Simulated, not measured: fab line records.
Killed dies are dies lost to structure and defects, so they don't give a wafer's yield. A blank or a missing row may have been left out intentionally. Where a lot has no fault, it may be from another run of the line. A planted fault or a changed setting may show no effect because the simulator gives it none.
fab line records + flow sky130
record:
- lots: 14
- wafers: 42
- lastDay: 50
route steps=708 shown VT_ADJUST_LVTN@105
lots that met no fault: taken from a fault-free run of the same line
startH: hours from the record's opening day to when the first of the lot's shown wafers began + waitH: hours from the lot's prior step to this one + " same as the row above + L1.1+2: one row covering several wafers at once + - no value, or no start was given + * or withheld: withheld + < > ~ a bound
route shown NAME@n: names a module that has steps shown in the file, with the first one's number in the route + usual: mean/standard deviation taken from wafers without a fault + same: alike in all rows + chamber/n: place in a boat + sites: readings site by site + _std_site: their standard deviation + _edge_site: outer sites' mean less inner sites' + radiusMm: for every site, how far away it sits from the centre of the wafer + mask NAME#n: copy n + behind: the last tool/chamber to shape the wafer + hold: reason for holding the lot/hours on hold/outcome of the hold + device: which transistor (n, p or np) failed to switch + end of line: at the end of the route, the tests of the same wafers + a step with no rows: only its recipe + killed: at the first sort, the dies lost to defects and structure; wafer yield is something else + map: per-die view of a wafer (x killed, . not killed, _ where there is no die)
set.NAME: the run value of the setting; set.NAME@STEP: its run value at that earlier step + model.NAME: the simulator's own value behind a step, which no gauge read
a sample of lots followed through the steps of the route, with each step as a table and each wafer as a row
services: when a tool's chamber went out of use (startH, in hours from the record's first day, below 0 if earlier), for how many hours, and the reason
== steps ==
step: SKY_VT_ADJUST_LVTN_IMPLANT_08
recipe:
- species: B
- energyKev: 30
- doseCm2: 1.57e+12
- tiltDeg: withheld
usual:
- doseIonsCm2: 1.57e+12/1.6e+09
- faradayCurrentUA: 8.87/0.16
| lot.wafer | tool         | chamber | startH | waitH | doseIonsCm2 | faradayCurrentUA |
|-----------|--------------|---------|--------|-------|-------------|------------------|
| L885.2    | implanter-04 | 0       | 164.10 | 0.0   | 1.5696e+12  | 9.09             |
| L885.3    | "            | 0       | "      | "     | 1.567e+12   | 8.54             |
| L885.6    | "            | 0       | "      | "     | 1.5669e+12  | 8.92             |
| L886.3    | implanter-02 | 0       | 169.51 | 0.1   | 1.5713e+12  | 9.06             |
| L886.4    | "            | 0       | "      | "     | 1.5709e+12  | 8.86             |
| L886.6    | "            | 0       | "      | "     | 1.5701e+12  | 8.78             |
| L887.1    | implanter-02 | 0       | 175.91 | 0.0   | 1.5702e+12  | 8.74             |
| L887.2    | "            | 0       | "      | "     | 1.5695e+12  | 9.00             |
| L887.4    | "            | 0       | "      | "     | 1.5712e+12  | 8.91             |
| L888.3    | implanter-04 | 0       | 180.82 | 0.1   | 1.5708e+12  | 8.63             |
| L888.4    | "            | 0       | "      | "     | 1.5714e+12  | 9.02             |
| L888.5    | "            | 0       | "      | "     | 1.5723e+12  | 8.76             |
| L889.3    | implanter-04 | 0       | 193.72 | 0.1   | 1.5708e+12  | 8.79             |
| L889.5    | "            | 0       | "      | "     | 1.5709e+12  | 9.02             |
| L889.6    | "            | 0       | "      | "     | 1.5707e+12  | 9.04             |
| L890.2    | implanter-02 | 0       | 196.50 | 0.0   | 1.5728e+12  | 8.96             |
| L890.5    | "            | 0       | "      | "     | 1.571e+12   | 8.86             |
| L890.6    | "            | 0       | "      | "     | 1.5738e+12  | 9.01             |
| L891.3    | implanter-04 | 0       | 205.42 | 0.1   | 1.5711e+12  | 8.76             |
| L891.4    | "            | 0       | "      | "     | 1.5701e+12  | 9.06             |
| L891.6    | "            | 0       | "      | "     | 1.5705e+12  | 8.97             |
| L892.3    | implanter-01 | 0       | 211.06 | 0.1   | 1.5688e+12  | 8.81             |
| L892.5    | "            | 0       | "      | "     | 1.5686e+12  | 8.96             |
| L892.6    | "            | 0       | "      | "     | 1.5705e+12  | 9.01             |
| L893.3    | implanter-04 | 0       | 213.42 | 0.1   | 2.7372e+12  | 15.46            |
| L893.4    | "            | 0       | "      | "     | 2.7376e+12  | 15.79            |
| L893.5    | "            | 0       | "      | "     | 2.7391e+12  | 15.15            |
| L894.4    | implanter-04 | 0       | 218.79 | 0.1   | 2.7398e+12  | 15.32            |
| L894.5    | "            | 0       | "      | "     | 2.7374e+12  | 15.72            |
| L894.6    | "            | 0       | "      | "     | 2.7367e+12  | 15.43            |
| L895.3    | implanter-02 | 0       | 224.72 | 0.1   | 1.5686e+12  | 8.67             |
| L895.5    | "            | 0       | "      | "     | 1.5693e+12  | 8.92             |
| L895.6    | "            | 0       | "      | "     | 1.5707e+12  | 8.90             |
| L902.1    | implanter-01 | 0       | 270.62 | 0.0   | 1.5684e+12  | 8.98             |
| L902.2    | "            | 0       | "      | "     | 1.569e+12   | 8.82             |
| L902.5    | "            | 0       | "      | "     | 1.5694e+12  | 8.89             |
| L903.3    | implanter-02 | 0       | 276.97 | 0.1   | 1.5692e+12  | 8.62             |
| L903.4    | "            | 0       | "      | "     | 1.5717e+12  | 8.80             |
| L903.6    | "            | 0       | "      | "     | 1.5707e+12  | 8.86             |
| L905.1    | implanter-04 | 0       | 293.52 | 0.0   | 1.5699e+12  | 8.97             |
| L905.2    | "            | 0       | "      | "     | 1.5683e+12  | 8.84             |
| L905.3    | "            | 0       | "      | "     | 1.5692e+12  | 8.90             |
step: SKY_VT_ADJUST_LVTN_TW_MEAS_10
usual:
- VT_ADJUST_LVTN_TW: 242.0/1.7
| lot.wafer | tool         | chamber | startH | waitH | VT_ADJUST_LVTN_TW |
|-----------|--------------|---------|--------|-------|-------------------|
| L885.2    | filmMetro-01 | -       | 164.33 | 0.1   | 240.8             |
| L885.3    | "            | -       | "      | "     | 241.1             |
| L885.6    | "            | -       | "      | "     | 241.5             |
| L886.3    | filmMetro-01 | -       | 169.73 | 0.1   | 241.2             |
| L886.4    | "            | -       | "      | "     | 242.0             |
| L886.6    | "            | -       | "      | "     | 242.4             |
| L887.1    | filmMetro-04 | -       | 176.16 | 0.1   | 246.1             |
| L887.2    | "            | -       | "      | "     | 243.7             |
| L887.4    | "            | -       | "      | "     | 244.7             |
| L888.3    | filmMetro-03 | -       | 181.04 | 0.1   | 240.6             |
| L888.4    | "            | -       | "      | "     | 241.0             |
| L888.5    | "            | -       | "      | "     | 242.4             |
| L889.3    | filmMetro-01 | -       | 193.94 | 0.1   | 241.6             |
| L889.5    | "            | -       | "      | "     | 239.9             |
| L889.6    | "            | -       | "      | "     | 239.8             |
| L890.2    | filmMetro-01 | -       | 196.73 | 0.1   | 242.4             |
| L890.5    | "            | -       | "      | "     | 241.9             |
| L890.6    | "            | -       | "      | "     | 242.6             |
| L891.3    | filmMetro-04 | -       | 205.64 | 0.1   | 243.3             |
| L891.4    | "            | -       | "      | "     | 243.2             |
| L891.6    | "            | -       | "      | "     | 244.0             |
| L892.3    | filmMetro-03 | -       | 211.28 | 0.1   | 243.1             |
| L892.5    | "            | -       | "      | "     | 244.9             |
| L892.6    | "            | -       | "      | "     | 243.0             |
| L893.3    | filmMetro-01 | -       | 213.64 | 0.1   | 285.6             |
| L893.4    | "            | -       | "      | "     | 283.1             |
| L893.5    | "            | -       | "      | "     | 285.1             |
| L894.4    | filmMetro-03 | -       | 218.99 | 0.1   | 282.5             |
| L894.5    | "            | -       | "      | "     | 284.5             |
| L894.6    | "            | -       | "      | "     | 283.0             |
| L895.3    | filmMetro-03 | -       | 224.94 | 0.1   | 240.5             |
| L895.5    | "            | -       | "      | "     | 241.3             |
| L895.6    | "            | -       | "      | "     | 240.9             |
| L902.1    | filmMetro-03 | -       | 270.87 | 0.1   | 241.2             |
| L902.2    | "            | -       | "      | "     | 238.7             |
| L902.5    | "            | -       | "      | "     | 241.0             |
| L903.3    | filmMetro-03 | -       | 277.19 | 0.1   | 242.6             |
| L903.4    | "            | -       | "      | "     | 241.7             |
| L903.6    | "            | -       | "      | "     | 241.6             |
| L905.1    | filmMetro-04 | -       | 293.77 | 0.1   | 245.4             |
| L905.2    | "            | -       | "      | "     | 245.2             |
| L905.3    | "            | -       | "      | "     | 244.0             |
== services ==
| tool         | chamber | startH | hours | kind   |
|--------------|---------|--------|-------|--------|
| implanter-01 | -       | 233.90 | 2.8   | pm     |
| implanter-04 | -       | 241.78 | 3.6   | repair |
| implanter-02 | -       | 245.02 | 18.9  | repair |
| implanter-01 | -       | 287.78 | 6.2   | repair |
== key ==
firstSign:
- step: SKY_VT_ADJUST_LVTN_IMPLANT_08
- reading: doseIonsCm2
- direction: up
- sigmas: 99+
- usual: *
- struck: *
effect:
- step: SKY_VT_ADJUST_LVTN_IMPLANT_08
- reading: faradayCurrentUA
- direction: up
- sigmas: 41
- usual: 8.87
- struck: 15.48
effect:
- step: SKY_VT_ADJUST_LVTN_TW_MEAS_10
- reading: VT_ADJUST_LVTN_TW
- direction: up
- sigmas: 24
- usual: 242.0
- struck: 284.0
metAt SKY_VT_ADJUST_LVTN_IMPLANT_08
struckLots L893,L894
testerLeftOut L893,L894
onsetBetween 205.42 213.42
fault:
- kind: processParameterDrift
- tool: implanter-04
- chamber: -
- onsetH: 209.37
- steps: SKY_VT_ADJUST_LVTN_IMPLANT_08
- channel: doseCm2
- offset: *
- shape: step
- endH: 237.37
- actsIn: *
- stated: *
testerLeftOut: of these lots the tester's yield and bins aren't shown, on N5 and GAA mostly nor the transistor test; their killed dies are dies lost to structure and defects alone, not to doping, threshold or leakage, so they don't give the yield
